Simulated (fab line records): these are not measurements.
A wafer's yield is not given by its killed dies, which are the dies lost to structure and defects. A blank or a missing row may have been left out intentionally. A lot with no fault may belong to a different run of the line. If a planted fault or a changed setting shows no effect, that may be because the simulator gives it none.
Which tool is to blame? || flow sky130 || 11 lots with 33 wafers sampled at 3 steps, on a route of 708 steps

== WHAT THE GAUGES READ, wafer by wafer ==
SKY_LDD_HVP_TW_MEAS_10.
{"lot": "L366", "measured": "day 21 17:23", "on": "film metro-01", "LDD_HVP_TW": "449 449 449"}
{"lot": "L368", "measured": "day 22 23:17", "on": "film metro-02", "LDD_HVP_TW": "464 461 465"}
{"lot": "L367", "measured": "day 22 23:50", "on": "film metro-01", "LDD_HVP_TW": "449 452 453"}
{"lot": "L370", "measured": "day 23 07:22", "on": "film metro-02", "LDD_HVP_TW": "462 462 459"}
{"lot": "L373", "measured": "day 24 09:17", "on": "film metro-04", "LDD_HVP_TW": "862 860 861"}
{"lot": "L375", "measured": "day 25 00:53", "on": "film metro-02", "LDD_HVP_TW": "865 863 865"}
{"lot": "L380", "measured": "day 27 04:52", "on": "film metro-04", "LDD_HVP_TW": "452 453 453"}
{"lot": "L381", "measured": "day 27 15:04", "on": "film metro-02", "LDD_HVP_TW": "460 461 460"}
{"lot": "L382", "measured": "day 27 19:52", "on": "film metro-02", "LDD_HVP_TW": "459 462 461"}
{"lot": "L387", "measured": "day 31 00:26", "on": "film metro-01", "LDD_HVP_TW": "449 449 447"}
{"lot": "L389", "measured": "day 30 21:22", "on": "film metro-02", "LDD_HVP_TW": "459 459 458"}

== WHICH TOOL RAN EACH LOT (tool, then ch and the chambers of the sampled wafers, then the start) ==
{"lot": "L366", "SKY_LDD_HVN_COAT_02": "litho track-02 ch 0, day 19 19:29", "SKY_LDD_HVN_STRIP_09": "plasma asher-04 ch 0,1, day 20 10:58"}
{"lot": "L368", "SKY_LDD_HVN_COAT_02": "litho track-04 ch 0, day 21 00:04", "SKY_LDD_HVN_STRIP_09": "plasma asher-04 ch 1, day 21 16:07"}
{"lot": "L367", "SKY_LDD_HVN_COAT_02": "litho track-03 ch 0, day 21 00:17", "SKY_LDD_HVN_STRIP_09": "plasma asher-03 ch 0,1, day 21 16:22"}
{"lot": "L370", "SKY_LDD_HVN_COAT_02": "litho track-04 ch 0, day 21 09:34", "SKY_LDD_HVN_STRIP_09": "plasma asher-04 ch 0,1, day 22 01:04"}
{"lot": "L373", "SKY_LDD_HVN_COAT_02": "litho track-04 ch 0, day 22 10:11", "SKY_LDD_HVN_STRIP_09": "plasma asher-03 ch 0,1, day 23 02:52"}
{"lot": "L375", "SKY_LDD_HVN_COAT_02": "litho track-04 ch 0, day 23 03:19", "SKY_LDD_HVN_STRIP_09": "plasma asher-04 ch 0,1, day 23 18:31"}
{"lot": "L380", "SKY_LDD_HVN_COAT_02": "litho track-03 ch 0, day 25 07:20", "SKY_LDD_HVN_STRIP_09": "plasma asher-02 ch 0,1, day 25 23:06"}
{"lot": "L381", "SKY_LDD_HVN_COAT_02": "litho track-02 ch 0, day 25 19:02", "SKY_LDD_HVN_STRIP_09": "plasma asher-04 ch 0,1, day 26 09:54"}
{"lot": "L382", "SKY_LDD_HVN_COAT_02": "litho track-04 ch 0, day 26 00:02", "SKY_LDD_HVN_STRIP_09": "plasma asher-03 ch 0,1, day 26 14:43"}
{"lot": "L387", "SKY_LDD_HVN_COAT_02": "litho track-03 ch 0, day 29 05:53", "SKY_LDD_HVN_STRIP_09": "plasma asher-04 ch 0,1, day 29 20:06"}
{"lot": "L389", "SKY_LDD_HVN_COAT_02": "litho track-03 ch 0, day 29 02:52", "SKY_LDD_HVN_STRIP_09": "plasma asher-04 ch 0,1, day 29 17:03"}
- SKY_LDD_HVN_COAT_02: resist thk 300 nm.
- SKY_LDD_HVN_STRIP_09: strips in O2/N2.

== THE ANSWER, worked out from the rows above alone ==
Rule: the usual values come from the lots themselves. Put in order of their means at a reading, lots are off if they are a third of the lots or fewer, leave a main group of 4 or more, and stand apart from it by a gap of 3 or more times the standard deviation of the main group's means; of several such gaps the widest counts. The tables above print the reading to a certain number of digits; a main group whose means all agree to those digits is not used. Also off: a lot with no number at a reading for which 4 or more lots have one. Where the step has rows for the other lots, those lots are counted as sound.
Off: L373, L375, seen at SKY_LDD_HVP_TW_MEAS_10 (LDD_HVP_TW). The main group has a mean of 456 with a standard deviation of 5.4.
A tool fits if, at a process step before that reading, it ran every lot that is off, and no sound lot after the first of them. Those tools and the gauges at SKY_LDD_HVP_TW_MEAS_10 are tried in the same way. Not one of the candidates tried fits.

== WHAT THE SIMULATOR PUT IN ==
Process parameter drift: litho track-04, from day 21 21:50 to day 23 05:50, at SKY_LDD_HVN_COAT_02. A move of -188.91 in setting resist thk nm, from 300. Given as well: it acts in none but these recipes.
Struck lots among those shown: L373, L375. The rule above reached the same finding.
